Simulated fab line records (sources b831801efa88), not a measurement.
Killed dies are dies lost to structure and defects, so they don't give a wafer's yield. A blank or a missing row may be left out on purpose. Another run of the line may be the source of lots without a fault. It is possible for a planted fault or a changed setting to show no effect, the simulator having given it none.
fab line records | flow gf180mcu
record: lots: 13 wafers: 39 last_day: 34
route steps=602 shown STI@31 DNWELL@41 DUAL_GATE@143 HV_LDD@234
lots that met no fault: taken from a fault-free run of the same line
start_h: hours from the record's first day to the start of the lot's first wafer shown | wait_h: hours since the lot's step before | " unchanged from the row above | L1.1+2: one row covering several wafers at once | - value missing, or start not given | * or withheld: withheld | < > ~ a bound
route shown NAME@n: names a module that has steps shown in the file, with the first one's number in the route | usual: average and standard deviation across the fault-free wafers | same: alike in all rows | chamber/n: place in a boat | sites: readings site by site | _std_site: the values' standard deviation | _edge_site: inner sites' mean taken away from outer sites' mean | radius_mm: for every site, how far away it sits from the centre of the wafer | mask NAME#n: copy n | behind: the last tool/chamber to shape the wafer | hold: why the lot went on hold/how many hours it stayed there/how the hold came to an end | device: transistor that didn't switch, given as n, p or np | end of line: the tests these same wafers got at the end of their route | a step without rows: its recipe alone | killed: at the first sort, the dies lost to defects and structure; wafer yield is something else | map: the dies of a wafer, with x for killed, . for not killed, _ for no die there
set.NAME: the run value of the setting; set.NAME@STEP: its run value at that earlier step | model.NAME: the simulator's own value behind a step, which no gauge read
the route's steps for a sample of lots (tables are steps, rows are wafers)
services: a tool's chamber out of use, with start hour (start_h, from the record's first day; less than 0 if before it), hours out, and reason
== steps ==
step: GF_STI_THK_MEAS_30
recipe: reads: SiO2_of_STI_OXIDATION_29
usual: STI_OXIDATION_02_THK: 10.14/0.18
columns lot.wafer tool chamber start_h wait_h STI_OXIDATION_02_THK[nm]
L321.1 film_metro-01 - 40.37 0.0 10.05
L321.2 " - " " 10.14
L321.4 " - " " 9.90
L322.3 film_metro-01 - 46.28 0.0 10.37
L322.5 " - " " 10.36
L322.6 " - " " 10.37
L323.2 film_metro-02 - 50.94 0.0 10.10
L323.4 " - " " 10.27
L323.5 " - " " 10.19
L326.1 film_metro-03 - 68.34 0.0 10.27
L326.5 " - " " 10.26
L326.6 " - " " 10.38
L328.1 film_metro-02 - 76.08 0.0 10.18
L328.5 " - " " 10.14
L328.6 " - " " 10.29
L332.1 film_metro-03 - 99.15 0.0 10.20
L332.2 " - " " 10.20
L332.6 " - " " 10.18
L334.2 film_metro-01 - 107.46 0.0 10.16
L334.3 " - " " 10.13
L334.5 " - " " 9.94
L335.1 film_metro-02 - 113.20 0.0 9.94
L335.4 " - " " 10.05
L335.6 " - " " 10.19
L336.1 film_metro-01 - 117.28 0.0 10.01
L336.4 " - " " 9.97
L336.6 " - " " 9.92
L338.1 film_metro-02 - 131.28 0.0 9.73
L338.3 " - " " 9.78
L338.4 " - " " 9.89
L339.1 film_metro-02 - 133.45 0.0 10.07
L339.2 " - " " 10.07
L339.5 " - " " 10.14
L341.2 film_metro-01 - 143.08 0.0 10.26
L341.3 " - " " 10.20
L341.4 " - " " 10.11
L342.2 film_metro-02 - 149.51 0.0 9.96
L342.4 " - " " 9.91
L342.5 " - " " 9.77
step: GF_DNWELL_TW_MEAS_09
usual: DNWELL_TW: 1343/14
columns lot.wafer tool chamber start_h wait_h DNWELL_TW
L321.1 film_metro-02 - 52.82 0.1 1356
L321.2 " - " " 1347
L321.4 " - " " 1351
L322.3 film_metro-03 - 58.92 0.1 1317
L322.5 " - " " 1318
L322.6 " - " " 1320
L323.2 film_metro-04 - 64.05 0.1 1320
L323.4 " - " " 1321
L323.5 " - " " 1321
L326.1 film_metro-03 - 81.84 0.1 1349
L326.5 " - " " 1348
L326.6 " - " " 1362
L328.1 film_metro-02 - 90.52 0.1 1360
L328.5 " - " " 1360
L328.6 " - " " 1366
L332.1 film_metro-03 - 113.59 0.1 1347
L332.2 " - " " 1351
L332.6 " - " " 1346
L334.2 film_metro-04 - 121.55 0.1 1341
L334.3 " - " " 1338
L334.5 " - " " 1335
L335.1 film_metro-04 - 128.14 0.1 1341
L335.4 " - " " 1340
L335.6 " - " " 1350
L336.1 film_metro-02 - 132.59 0.4 1365
L336.4 " - " " 1369
L336.6 " - " " 1376
L338.1 film_metro-04 - 147.24 0.1 1325
L338.3 " - " " 1323
L338.4 " - " " 1326
L339.1 film_metro-02 - 148.94 0.1 1352
L339.2 " - " " 1352
L339.5 " - " " 1355
L341.2 film_metro-04 - 158.80 0.1 1329
L341.3 " - " " 1328
L341.4 " - " " 1339
L342.2 film_metro-02 - 165.40 0.1 1352
L342.4 " - " " 1361
L342.5 " - " " 1360
step: GF_DUAL_GATE_OXIDATION_02
recipe: temp_c: 900 ambient: O2 stabilise_s: 600 purge_s: 300 target_thk_a: 108.87 ox_time_s: 1602
usual: zone_power_upper_pct: 16.6/0.99
columns lot.wafer tool chamber start_h wait_h zone_power_upper_pct
L321.1 furnace-01 0 172.24 0.0 15.5
L321.2 " 0 " " 15.6
L321.4 " 0 " " 15.2
L322.3 furnace-02 0 181.51 0.7 17.3
L322.5 " 0 " " 17.5
L322.6 " 0 " " 17.6
L322.3 furnace-01 0 183.13 0.2 15.6
L322.5 " 0 " " 15.5
L322.6 " 0 " " 15.3
L323.2 furnace-02 0 185.24 0.4 17.4
L323.4 " 0 " " 17.4
L323.5 " 0 " " 17.3
L323.2 furnace-02 0 187.82 1.1 17.3
L323.4 " 0 " " 17.1
L323.5 " 0 " " 17.8
L326.1 furnace-02 0 209.93 0.0 17.4
L326.5 " 0 " " 17.5
L326.6 " 0 " " 17.4
L328.1 furnace-02 0 218.54 0.0 17.4
L328.5 " 0 " " 17.3
L328.6 " 0 " " 17.4
L328.1 furnace-01 0 220.75 0.8 15.5
L328.5 " 0 " " 15.5
L328.6 " 0 " " 15.5
L332.1 furnace-01 0 251.51 0.3 15.5
L332.2 " 0 " " 15.3
L332.6 " 0 " " 15.3
L334.2 furnace-01 0 259.37 0.9 15.4
L334.3 " 0 " " 15.3
L334.5 " 0 " " 15.5
L335.1 furnace-02 0 266.05 0.4 17.6
L335.4 " 0 " " 17.2
L335.6 " 0 " " 17.6
L336.1 furnace-02 0 274.67 0.0 17.0
L336.4 " 0 " " 17.3
L336.6 " 0 " " 17.2
L338.1 furnace-01 0 294.17 0.0 15.5
L338.3 " 0 " " 15.1
L338.4 " 0 " " 15.5
L339.1 furnace-02 0 294.28 0.0 17.4
L339.2 " 0 " " 17.4
L339.5 " 0 " " 17.5
L341.2 furnace-02 0 307.86 0.5 17.7
L341.3 " 0 " " 17.7
L341.4 " 0 " " 17.6
L342.2 furnace-01 0 318.76 1.1 15.3
L342.4 " 0 " " 15.4
L342.5 " 0 " " 15.3
step: GF_DUAL_GATE_THK_MEAS_03
recipe: reads: SiO2_of_DUAL_GATE_OXIDATION_02
usual: DUAL_GATE_OXIDATION_00_THK: 10.98/0.2
columns lot.wafer tool chamber start_h wait_h DUAL_GATE_OXIDATION_00_THK[nm]
L321.1 film_metro-03 - 173.69 0.0 11.11
L321.2 " - " " 10.93
L321.4 " - " " 10.97
L322.3 film_metro-02 - 184.59 0.0 17.64
L322.5 " - " " 17.75
L322.6 " - " " 17.47
L323.2 film_metro-01 - 189.29 0.0 18.14
L323.4 " - " " 18.36
L323.5 " - " " 18.30
L326.1 film_metro-02 - 211.37 0.0 11.20
L326.5 " - " " 11.43
L326.6 " - " " 11.31
L328.1 film_metro-03 - 222.20 0.0 18.16
L328.5 " - " " 17.95
L328.6 " - " " 18.07
L332.1 film_metro-02 - 252.96 0.0 10.67
L332.2 " - " " 10.79
L332.6 " - " " 10.72
L334.2 film_metro-02 - 260.82 0.0 10.96
L334.3 " - " " 11.11
L334.5 " - " " 10.92
L335.1 film_metro-02 - 267.50 0.0 11.12
L335.4 " - " " 11.05
L335.6 " - " " 10.96
L336.1 film_metro-03 - 276.12 0.0 11.11
L336.4 " - " " 11.17
L336.6 " - " " 10.92
L338.1 film_metro-01 - 295.62 0.0 11.23
L338.3 " - " " 11.18
L338.4 " - " " 11.09
L339.1 film_metro-01 - 295.73 0.0 10.68
L339.2 " - " " 11.03
L339.5 " - " " 10.79
L341.2 film_metro-01 - 309.31 0.0 10.93
L341.3 " - " " 10.95
L341.4 " - " " 11.02
L342.2 film_metro-01 - 320.21 0.0 11.03
L342.4 " - " " 10.97
L342.5 " - " " 10.82
step: GF_HV_LDD_ETCHBACK_58
recipe: chemistry: CH3F/O2 target: Si3N4 stop_on: SiO2 source_w: 400 bias_w: 80 pressure_mtorr: 25 ch3f_flow_sccm: 40 O2_flow_sccm: 30 time_s: 100 target_depth_a: 900
usual: drypump_motor_current_A: 5.7/0.5 oes_product_au: 0.845/0.0052 throttle_valve_pct: 10.560/0.01
columns lot.wafer tool chamber start_h wait_h drypump_motor_current_A oes_product_au rf_hours_counter_h throttle_valve_pct
L321.1 rie_diel-04 0 293.14 0.1 6.1 0.843 15 10.551
L321.2 " 1 " " 5.0 0.848 7 10.567
L321.4 " 2 " " 5.7 0.848 97 10.540
L322.3 rie_diel-02 2 303.25 0.0 5.7 0.843 115 10.543
L322.5 " 2 " " 5.7 0.849 - 10.571
L322.6 " 3 " " 6.2 0.845 - 10.551
L323.2 rie_diel-01 0 310.42 0.0 5.4 0.849 0 10.576
L323.4 " 1 " " 5.1 0.844 45 10.554
L323.5 " 1 " " 5.2 0.839 - 10.564
L326.1 rie_diel-01 2 339.56 0.1 6.4 0.843 4 10.558
L326.5 " 3 " " 5.2 0.840 - 10.555
L326.6 " 2 " " 6.5 0.841 - 10.559
L328.1 rie_diel-01 0 351.13 0.1 5.4 0.855 1 10.570
L328.5 " 2 " " 6.4 0.848 - 10.578
L328.6 " 1 " " 5.2 0.845 - 10.559
L332.1 rie_diel-01 0 386.71 0.1 5.4 0.840 2 10.577
L332.2 " 2 " " 6.4 0.843 5 10.570
L332.6 " 0 " " 5.4 0.841 - 10.560
L334.2 rie_diel-01 3 396.98 0.0 5.2 0.839 5 10.558
L334.3 " 1 " " 5.2 0.834 47 10.572
L334.5 " 0 " " 5.4 0.838 - 10.565
L335.1 rie_diel-02 3 407.07 0.1 6.2 0.840 3 10.562
L335.4 " 1 " " 5.5 0.852 - 10.553
L335.6 " 3 " " 6.2 0.848 - 10.549
L336.1 rie_diel-01 2 415.29 0.1 6.5 0.838 5 10.566
L336.4 " 1 " " 5.2 0.853 48 10.551
L336.6 " 3 " " 5.2 0.841 - 10.555
L338.1 rie_diel-04 1 439.58 0.1 5.0 0.844 10 10.554
L338.3 " 3 " " 6.3 0.828 6 10.571
L338.4 " 3 " " 6.3 0.840 - 10.549
L339.1 rie_diel-02 2 439.86 0.1 5.7 0.849 0 10.568
L339.2 " 3 " " 6.2 0.844 4 10.557
L339.5 " 1 " " 5.5 0.843 - 10.539
L341.2 rie_diel-04 1 458.66 0.0 5.0 0.833 11 10.551
L341.3 " 2 " " 5.6 0.841 102 10.560
L341.4 " 0 " " 6.1 0.831 18 10.562
L342.2 rie_diel-04 0 466.24 0.0 6.1 0.835 19 10.556
L342.4 " 3 " " 6.3 0.843 - 10.562
L342.5 " 1 " " 5.0 0.852 - 10.570
== services ==
columns tool chamber start_h hours kind
rie_diel-04 - 151.33 0.6 repair
rie_diel-01 2 158.14 - clean
rie_diel-01 2 158.14 21.2 scheduled_down
rie_diel-01 2 158.14 21.2 vent_cycle
rie_diel-01 3 179.31 - clean
rie_diel-01 3 179.31 14.3 scheduled_down
rie_diel-01 3 179.31 14.3 vent_cycle
rie_diel-04 3 186.60 - clean
furnace-01 - 186.91 3.4 pm
furnace-01 - 231.17 2.7 pm
furnace-01 - 233.84 3.4 pm
furnace-02 - 258.18 2.8 pm
rie_diel-01 0 286.52 - clean
rie_diel-01 0 286.52 19.4 scheduled_down
rie_diel-01 0 286.52 19.4 vent_cycle
rie_diel-01 - 321.98 1.1 repair
rie_diel-01 - 341.13 1.8 repair
furnace-01 - 354.43 3.0 pm
rie_diel-04 2 377.57 3.0 repair
rie_diel-02 2 401.97 1.7 repair
furnace-02 - 406.97 3.6 pm
rie_diel-04 0 421.24 19.3 repair
furnace-02 - 426.51 4.7 pm
furnace-02 - 454.35 10.7 pm
== key ==
first_sign: step: GF_DUAL_GATE_OXIDATION_02 reading: visit direction: added
effect: step: GF_DUAL_GATE_THK_MEAS_03 reading: DUAL_GATE_OXIDATION_00_THK direction: up sigmas: 35 usual: 10.98 struck: 17.98
met_at GF_DUAL_GATE_OXIDATION_02
struck_lots L322,L323,L328
tester_left_out L322,L323,L328
not_acting_at GF_STI_THK_MEAS_30,GF_DNWELL_TW_MEAS_09,GF_HV_LDD_ETCHBACK_58
fault: kind: repeated_step_whole tool: furnace-01,furnace-02 chamber: - onset_h: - steps: GF_DUAL_GATE_OXIDATION_02 times: 1 scope: struck_lots_only
tester_left_out: of these lots the tester's yield and bins aren't shown, on N5 and GAA mostly nor the transistor test; their killed dies are dies lost to structure and defects alone, not to doping, threshold or leakage, so they don't give the yield
